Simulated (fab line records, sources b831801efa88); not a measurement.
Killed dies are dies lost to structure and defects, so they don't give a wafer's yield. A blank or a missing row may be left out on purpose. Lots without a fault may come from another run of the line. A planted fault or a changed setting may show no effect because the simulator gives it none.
A struck lot beside a sound one | flow sky130 | 20 steps out of a route of 708
Sound: wafers L291.1, L291.3, L291.6. Struck: wafers L284.1, L284.2, L284.5. The cause comes at the end.
At each step with rows: each side's tool, then ch and its chambers, then its first start. Under that, the readings that differ: sound wafers | struck wafers | difference of the means | sigmas: that difference in standard deviations of wafers without a fault.
alike: readings whose means differ by less than 2 such deviations, and words and numbers that are the same on both sides. not compared: withheld readings, readings that some wafer has no value for, bounds like >300 that may hide the same value, and numbers for which the record gives no deviation and whose values overlap.
The two part at a step that has a row with sigmas, a row that says differs or no value, or rows on one side only. Numbers that don't overlap but have no deviation are shown without sigmas and don't part them. A reading that every wafer of one side lacks parts them only if that side has two wafers or more.

SKY_VIA1_OVL_MEAS_13:
  sound on overlay-01, day 39 02:15; struck on overlay-02, day 35 17:23
  alike: VIA1_OVL
then, 1 step without rows for these wafers: SKY_VIA1_ETCH_14 (etches BARC in N2/H2, stops on SiO2, time 45.9 s, target depth 60 nm).
SKY_VIA1_ETCH_15: etches SiO2 in C4F8/O2/Ar, stops on TiN, target depth 351 nm, time 54 s.
  sound on rie_diel-03 ch 0,3, day 39 02:20; struck on rie_diel-02 ch 0,1,3, day 35 17:28
  alike: oes_product_au
  not compared: rf_hours_counter_h
SKY_VIA1_STRIP_16: strips in O2/N2.
  sound on plasma_asher-04 ch 0,1, day 39 02:22; struck on plasma_asher-04 ch 0,1, day 35 17:31
  alike: drypump_motor_current_A, oes_product_au, strip_time_to_endpoint_s
  not compared: rf_hours_counter_h
then, 4 steps without rows for these wafers: SKY_VIA1_STRIP_17 (strips in post etch residue remover, time 1200 s); SKY_VIA1_CLEAN_18 (cleans in IPA, time 180 s); SKY_VIA1_CLEAN_19 (cleans in O3/DIW); SKY_VIA1_SPUTTER_20 (material TiN, target thk 20 nm, time 80 s).
SKY_VIA1_CVD_21: deposits W, target thk 270 nm, time 80.902 s.
  sound on cvd_w-01 ch 0,1, day 39 03:02; struck on cvd_w-01 ch 0,1, day 35 18:12
  alike: heater_power_w
SKY_VIA1_RS_MEAS_22: measures by four-point-probe.
  sound on film_metro-04, day 39 03:08; struck on film_metro-02, day 35 18:18
  alike: VIA1_W_RS
SKY_VIA1_THK_MEAS_23: measures by xrf.
  sound on film_metro-04, day 39 03:15; struck on film_metro-02, day 35 18:25
  alike: VIA1_W_THK
SKY_VIA1_CMP_24: polishes, stops on SiO2, t overpolish 15 s, target thk 0 nm.
  sound on cmp-02 ch 0,1, day 39 03:19; struck on cmp-02 ch 1,2,3, day 35 18:29
  alike: motor_current_A, overpolish_run_s, time_to_endpoint_s
SKY_METAL2_SPUTTER_00: material Ti, target thk 15 nm, time 10 s.
  sound on pvd_sputter-02, day 39 03:37; struck on pvd_sputter-02, day 35 18:47
  no value came back on the struck wafers for cathode_dc_power_W (W), chamber_pressure_pa (Pa), throttle_valve_pct (%); on the sound wafers cathode_dc_power_W (W) reads 2998.9 2999.8 2999.4
then, 2 steps without rows for these wafers: SKY_METAL2_SPUTTER_01 (material TiN, target thk 20 nm, time 16.7 s); SKY_METAL2_SPUTTER_02 (material AlCu, target thk 250 nm, time 13.3 s).
SKY_METAL2_SPUTTER_03: material Ti, target thk 5 nm, time 3.3 s.
  sound on pvd_sputter-02, day 39 03:41; struck on pvd_sputter-02, day 35 18:51
  reading                | sound          | struck         | difference | sigmas
  throttle_valve_pct (%) | 28.2 30.3 28.3 | 30.2 31.2 31.2 | +1.9       | +2
  alike: cathode_dc_power_W, chamber_pressure_pa
then, 1 step without rows for these wafers: SKY_METAL2_SPUTTER_04 (material TiN, target thk 70 nm, time 58.3 s).
SKY_METAL2_RS_MEAS_05: measures by four-point-probe.
  sound on film_metro-01, day 39 03:45; struck on film_metro-03, day 35 19:12
  alike: METAL2_ALCU_RS
  not compared: hold
SKY_METAL2_THK_MEAS_06: measures by xrf.
  sound on film_metro-01, day 39 03:52; struck on film_metro-03, day 35 22:58
  reading | sound | struck                                                                     | difference                   | sigmas
  hold    | - - - | await_dispo/3.6h/release await_dispo/3.6h/release await_dispo/3.6h/release | no value on the sound wafers |
  alike: METAL2_ALCU_THK
-- the record jumps here: 11 days lie between the struck wafers' starts before and after (it left off in module METAL2 and takes up again in module PAD_OPEN, whose first step shown is number 708 of the route) --
SKY_PAD_OPEN_PROBE_99:
  sound on prober-02, day 49 15:53; struck on prober-01, day 47 03:29
  reading                       | sound             | struck            | difference | sigmas
  model.etest.via1_chain.rc_ohm | 16.19 16.71 16.39 | 18.21 18.49 19.92 | +2.44      |
  alike: defect_limited_yield, killed_at_M0_to_M3, killed_at_M4_up, killed_at_contacts, killed_at_front_end, killed_at_other, killed_dies, killed_open, killed_short, sort_bin_3_pad_short, sort_bin_5_function, sort_bin_6_memory, sort_n_pass, sort_yield_pct

WHERE THEY PART
First at SKY_METAL2_SPUTTER_00; last, within this record, at SKY_METAL2_THK_MEAS_06. Later steps at which nothing parts them and some readings are alike: SKY_PAD_OPEN_PROBE_99.

WHY: what the simulator had put in
Skipped step whole: pvd_sputter-02, from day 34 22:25 on, at SKY_METAL2_SPUTTER_00. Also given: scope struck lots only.
